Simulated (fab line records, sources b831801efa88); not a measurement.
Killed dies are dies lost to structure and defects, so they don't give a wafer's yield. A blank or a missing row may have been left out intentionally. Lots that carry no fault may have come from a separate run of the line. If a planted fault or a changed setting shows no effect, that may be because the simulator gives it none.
Problem report in the 8D (eight disciplines) form, filled by code | flow sky130 | the parts of the form that need people (team, actions taken, sign-off) are left out

## 1. WHAT WENT WRONG
rotationDeg at SKY_LDD_N_IMPLANT_09 reads a mean of 299.57 degrees on 6 wafers of 2 lots; wafers without a fault read 113.00 degrees with a standard deviation of 0.023. That is +99 or more standard deviations from the usual mean.
First seen on wafer L501.4, day 21 19:30, on implanter-01. At this step, 18 wafers from 6 lots have a number in the record. By rule, "out" or "out of limits" means more than 4 standard deviations away from the usual mean. Any other wafer with a number is counted as sound.

## 2. WHAT IT IS, WHAT IT ISN'T
question                    | is                     | is not
which readings at this step | rotationDeg            | -
which lots                  | L501, L503             | L490, L497, L507, L513
which wafers of those lots  | all that have a number | -
read on which tools         | implanter-01           | implanter-02, implanter-03
when                        | from day 21 19:30      | up to then (6 sound wafers); but 6 sound wafers of L507, L513 came after

## 3. THE SUSPECTS, EACH WITH WHAT RULES IT OUT
Counting: a tool stays on the suspect list if, at a process step up to the reading, it processed all lots that are out and no sound lot following the first of them.
- implanter-01 at SKY_LDD_N_IMPLANT_09: kept. It processed each lot that is out, first L501 at day 21 19:30, and no sound lot thereafter; up to then, the last sound lot it processed was L497 at day 20 08:24. Its own readings are out on those wafers: rotationDeg.
After counting, what remains is implanter-01 at SKY_LDD_N_IMPLANT_09.

## 4. THE CAUSE (what the simulator had put in)
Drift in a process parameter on implanter-01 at SKY_LDD_N_IMPLANT_09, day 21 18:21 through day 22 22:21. From 113, the setting rotationDeg moved by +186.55. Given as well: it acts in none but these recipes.
This tool alone remained once counting was done.

## 5. THE EFFECT CHAIN, in route order
Rows list readings where the struck wafers' mean (over those with a number) sits beyond 3 standard deviations from the usual. Only readings for which the record gives a usual standard deviation are gone through. hours: the time from each lot's start at the first step in this table that gives one to its start at this step, as a median over the lots. sigmas: the change in usual standard deviations.
hours | step                 | reading     | usual          | on struck wafers | change  | sigmas
0     | SKY_LDD_N_IMPLANT_09 | rotationDeg | 113.00 degrees | 299.57           | +186.57 | +99 or more
It contains these process steps:
- SKY_LDD_N_IMPLANT_09

## 6. WHAT WOULD HAVE CAUGHT IT SOONER
In this record the first reading out of limits was taken at day 21 19:30, 1 hour after the fault began at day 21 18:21.
